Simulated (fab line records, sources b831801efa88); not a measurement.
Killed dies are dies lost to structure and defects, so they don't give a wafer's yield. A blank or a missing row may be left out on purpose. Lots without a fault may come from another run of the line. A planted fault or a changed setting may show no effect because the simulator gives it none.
Which tool did it? | flow gf180mcu | 13 lots, 39 wafers sampled, at 4 steps of a route of 602

WHAT THE GAUGES READ, wafer by wafer
GF_V3_RS_MEAS_24: measures by four-point-probe. Usual: V3_W_RS 0.329 ohm/sq, standard deviation 0.0049.
lot  | measured     | on            | V3_W_RS (ohm/sq)                    | flag
L502 | day 22 09:18 | film_metro-01 | 0.326 0.329 0.326                   |
L503 | day 22 18:41 | film_metro-01 | 0.327 0.327 0.329                   |
L504 | day 23 01:50 | film_metro-04 | 0.319 0.325 0.328                   |
L506 | day 24 01:08 | film_metro-01 | 0.335 0.336 0.329                   |
L508 | day 24 12:47 | film_metro-02 | 0.326 0.322 0.328                   |
L510 | day 25 09:17 | film_metro-04 | 0.342 0.341 0.330                   |
L511 | day 25 17:59 | film_metro-04 | 0.333 0.333 0.333                   |
L512 | day 26 07:40 | film_metro-01 | 0.322 0.333 0.322                   |
L514 | day 27 12:03 | film_metro-02 | 0.193 0.198 0.191 0.193 0.198 0.192 | OFF
L515 | day 27 18:37 | film_metro-04 | 0.195 0.195 0.190 0.195 0.195 0.190 | OFF
L517 | day 28 00:41 | film_metro-04 | 0.197 0.191 0.191 0.196 0.192 0.191 | OFF
L521 | day 29 06:26 | film_metro-01 | 0.327 0.333 0.327                   |
L525 | day 29 23:22 | film_metro-04 | 0.333 0.331 0.329                   |

WHICH TOOL RAN EACH LOT (tool, then ch and the chambers of the sampled wafers, then the start)
lot  | GF_M3_STRIP_17                       | GF_V3_CMP_04                  | GF_V3_CVD_23
L502 | plasma_asher-04 ch 0,1, day 21 07:34 | cmp-01 ch 0,1,3, day 21 08:30 | cvd_w-01 ch 0,1, day 22 09:11
L503 | plasma_asher-03 ch 0,1, day 21 17:02 | cmp-02 ch 0,1,3, day 21 17:58 | cvd_w-01 ch 0,1, day 22 18:35
L504 | plasma_asher-02 ch 0,1, day 22 01:14 | cmp-02 ch 2,3, day 22 02:02   | cvd_w-02 ch 0,1, day 23 01:43
L506 | plasma_asher-03 ch 0,1, day 23 00:05 | cmp-01 ch 1,2,3, day 23 00:53 | cvd_w-01 ch 0,1, day 24 01:02
L508 | plasma_asher-02 ch 0,1, day 23 12:47 | cmp-02 ch 0,1,2, day 23 13:38 | cvd_w-02 ch 0,1, day 24 12:40
L510 | plasma_asher-03 ch 0,1, day 24 09:02 | cmp-02 ch 1,3, day 24 10:20   | cvd_w-02 ch 0,1, day 25 09:10
L511 | plasma_asher-03 ch 0,1, day 24 17:46 | cmp-01 ch 0,2,3, day 24 18:40 | cvd_w-01 ch 0,1, day 25 17:52
L512 | plasma_asher-04 ch 0,1, day 25 07:59 | cmp-02 ch 0,1,3, day 25 08:57 | cvd_w-02 ch 0,1, day 26 07:33
L514 | plasma_asher-03 ch 0,1, day 26 13:13 | cmp-02 ch 1,3, day 26 14:05   | cvd_w-02 ch 0,1, day 27 11:56
L515 | plasma_asher-04 ch 0,1, day 26 20:56 | cmp-02 ch 1,3, day 26 21:46   | cvd_w-02 ch 0,1, day 27 18:31
L517 | plasma_asher-03 ch 0,1, day 27 02:47 | cmp-02 ch 0,1,2, day 27 03:37 | cvd_w-02 ch 0,1, day 28 00:33
L521 | plasma_asher-03 ch 0,1, day 28 08:50 | cmp-02 ch 0,3, day 28 09:38   | cvd_w-01 ch 0,1, day 29 06:19
L525 | plasma_asher-03 ch 0,1, day 29 01:47 | cmp-01 ch 0,1,2, day 29 02:35 | cvd_w-01 ch 0,1, day 29 23:15
- GF_M3_STRIP_17: strips in O2/N2.
- GF_V3_CMP_04: polishes SiO2.
- GF_V3_CVD_23: deposits W, target thk 350 nm, time 104.9 s.

WHAT THE TOOLS THEMSELVES READ (means of the sampled wafers that have a number; where no wafer has one, the mark that the record gives instead)
GF_M3_STRIP_17. Usual: drypump_motor_current_A 5.8 A, standard deviation 0.37; heater_power_w 346 W, standard deviation 32; oes_product_au 0.531 a.u., standard deviation 0.0059; strip_time_to_endpoint_s 7.23 s, standard deviation 0.089.
lot  | tool            | drypump_motor_current_A (A) | heater_power_w (W) | oes_product_au (a.u.) | strip_time_to_endpoint_s (s) | flag
L502 | plasma_asher-04 | 5.8                         | 366                | 0.534                 | 7.23                         |
L503 | plasma_asher-03 | 5.8                         | 359                | 0.535                 | 7.22                         |
L504 | plasma_asher-02 | 5.6                         | 309                | 0.530                 | 7.21                         |
L506 | plasma_asher-03 | 5.8                         | 357                | 0.530                 | 7.24                         |
L508 | plasma_asher-02 | 5.5                         | 286                | 0.535                 | 7.29                         |
L510 | plasma_asher-03 | 6.0                         | 351                | 0.530                 | 7.20                         |
L511 | plasma_asher-03 | 5.8                         | 357                | 0.535                 | 7.30                         |
L512 | plasma_asher-04 | 5.8                         | 371                | 0.535                 | 7.31                         |
L514 | plasma_asher-03 | 5.7                         | 362                | 0.537                 | 7.31                         |
L515 | plasma_asher-04 | 5.6                         | 365                | 0.533                 | 7.35                         |
L517 | plasma_asher-03 | 5.8                         | 349                | 0.531                 | 7.17                         |
L521 | plasma_asher-03 | 6.0                         | 360                | 0.518                 | 7.04                         |
L525 | plasma_asher-03 | 5.8                         | 358                | 0.531                 | 7.27                         |

GF_V3_CMP_04. Usual: motor_current_A 12.3 A, standard deviation 1.1; time_to_endpoint_s 79 s, standard deviation 7.6.
lot  | tool   | motor_current_A (A) | time_to_endpoint_s (s) | flag
L502 | cmp-01 | 12.1                | 84                     |
L503 | cmp-02 | 12.7                | 74                     |
L504 | cmp-02 | 11.0                | 82                     |
L506 | cmp-01 | 12.6                | 79                     |
L508 | cmp-02 | 13.0                | 77                     |
L510 | cmp-02 | 13.6                | 72                     |
L511 | cmp-01 | 11.6                | 91                     |
L512 | cmp-02 | 12.9                | 75                     |
L514 | cmp-02 | 12.3                | 78                     |
L515 | cmp-02 | 13.4                | 84                     |
L517 | cmp-02 | 13.1                | 77                     |
L521 | cmp-02 | 11.9                | 78                     |
L525 | cmp-01 | 11.9                | 81                     |

GF_V3_CVD_23. Usual: chamber_pressure_Torr 40.00 Torr, standard deviation 0.083; heater_power_outer_w 530 W, standard deviation 87; heater_power_w 881 W, standard deviation 110; susceptor_temp_C 400.00 C, standard deviation 0.2.
lot  | tool     | chamber_pressure_Torr (Torr) | heater_power_outer_w (W) | heater_power_w (W) | susceptor_temp_C (C) | flag
L502 | cvd_w-01 | 39.97                        | 509                      | 831                | 400.05               |
L503 | cvd_w-01 | 39.97                        | 512                      | 828                | 399.95               |
L504 | cvd_w-02 | 39.97                        | 559                      | 916                | 399.93               |
L506 | cvd_w-01 | 40.04                        | 518                      | 832                | 400.18               |
L508 | cvd_w-02 | 39.89                        | 551                      | 927                | 399.97               |
L510 | cvd_w-02 | 39.97                        | 547                      | 924                | 400.10               |
L511 | cvd_w-01 | 39.97                        | 564                      | 917                | 399.96               |
L512 | cvd_w-02 | 40.07                        | 492                      | 845                | 400.10               |
L514 | cvd_w-02 | 40.00                        | 640                      | 1084               | 440.32               | OFF
L515 | cvd_w-02 | 39.99                        | 712                      | 1169               | 440.36               | OFF
L517 | cvd_w-02 | 40.01                        | 640                      | 1071               | 440.75               | OFF
L521 | cvd_w-01 | 39.96                        | 515                      | 843                | 399.90               |
L525 | cvd_w-01 | 40.07                        | 515                      | 851                | 400.13               |

THE ANSWER, worked out from the rows above alone
Rule: a lot is off if the mean of its wafers that have a number lies more than 3 standard deviations from the usual mean. A lot without any number at a reading at which 4 lots or more have one is off too. The other lots that the step has rows for count as sound. The gauges are gone through in route order, then the tools' own readings, and for those a lot's mean is taken as printed above. The first step at which some lot is off is used, and at that step the reading that is off furthest; a lot without a number counts as furthest.
Off: L514, L515, L517, at GF_V3_RS_MEAS_24 (V3_W_RS).
A tool fits if, at a process step before that reading, it ran every lot that is off, and no sound lot after the first of them. The gauges at GF_V3_RS_MEAS_24 aren't tried: what is off there is off at GF_V3_CVD_23 too, on other tools, and a gauge's error can't cause that. One fits: cvd_w-02 at GF_V3_CVD_23. Its last sound lot is L512 (day 26 07:33), its first lot that is off L514 (day 27 11:56): a fault that began between those two fits.
The tool's own readings at GF_V3_CVD_23 bear it out: on the lots that are off they differ by more than 5 times the standard deviation of the sound lots' means. heater_power_outer_w reads 664 W there against 528 W on the sound lots; heater_power_w reads 1108 W there against 871 W on the sound lots; susceptor_temp_C reads 440.48 C there against 400.03 C on the sound lots.

WHAT THE SIMULATOR HAD PUT IN
Process parameter drift: cvd_w-02, from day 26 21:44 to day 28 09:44, at GF_V3_CVD_23. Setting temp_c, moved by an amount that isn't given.
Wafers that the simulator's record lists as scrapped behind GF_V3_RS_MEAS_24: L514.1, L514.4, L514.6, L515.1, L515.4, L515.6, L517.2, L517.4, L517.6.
Lots struck among those shown: L514, L515, L517. The rule above found the same.
